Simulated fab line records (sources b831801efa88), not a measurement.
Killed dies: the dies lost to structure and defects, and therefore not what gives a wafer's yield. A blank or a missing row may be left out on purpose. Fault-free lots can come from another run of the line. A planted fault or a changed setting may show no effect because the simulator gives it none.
2 desks, one fault ; flow sky130 ; numbers are kept per desk, each desk with only its own; the story behind them comes last

## AT THE METROLOGY DESK
Lot by lot, what the gauges showed, no matter which tool ran the lot: averages of those sampled wafers that carry a number. Marked OUT: a lot whose mean sits more than 4 standard deviations from the usual mean, which makes it out of limits; the brackets give that distance.
Columns: A = VIA4_W_THK at SKY_VIA4_THK_MEAS_20, usual 513 nm
lot;first seen here;A
L846;day 42 20:58;508
L847;day 42 21:19;510
L848;day 43 00:34;511
L849;day 43 20:00;517
L853;day 44 23:38;517
L856;day 45 15:53;500
L860;day 46 17:45;525
L861;day 47 04:41;511
L865;day 47 22:06;513
L867;day 47 23:20;514
L868;day 48 08:47;512
Result from this desk: across the 11 lots, nothing is out of limits.

## FOR THE TOOL OWNER'S DESK: rieDiel-01
The tool's own readings at SKY_VIA2_ETCH_14 (etches BARC in N2/H2, stops on SiO2, time 45.9 s, target depth 60 nm): means of the sampled wafers that have a number, for each lot that ran on this tool. Marked OUT: a lot whose mean sits more than 4 standard deviations from the usual mean, which makes it out of limits; the brackets give that distance.
Columns: A = chamberPressureMTorr at SKY_VIA2_ETCH_14, usual 30.000 mTorr; B = drypumpMotorCurrentA at SKY_VIA2_ETCH_14, usual 5.7 A; C = oesProductAu at SKY_VIA2_ETCH_14, usual 0.855 a.u.; D = throttleValvePct at SKY_VIA2_ETCH_14, usual 13.226 %
lot;first seen here;A;B;C;D
L846;day 36 06:45;29.997;5.5;0.855;13.223
L853;day 38 14:57;29.967;5.5;0.852;13.226
L856;day 39 11:12;30.015;5.8;0.852;13.220
L867;day 42 08:10;29.992;5.5;0.856;13.216
L868;day 42 18:40;30.017;5.6;0.853;13.228
Result from this desk: across the 5 lots, nothing is out of limits.

## TAKEN TOGETHER
From the metrology desk's view, nothing was out of limits.
Nothing out of limits was seen by the tool owner's desk.

## WHAT WAS PUT IN BY THE SIMULATOR
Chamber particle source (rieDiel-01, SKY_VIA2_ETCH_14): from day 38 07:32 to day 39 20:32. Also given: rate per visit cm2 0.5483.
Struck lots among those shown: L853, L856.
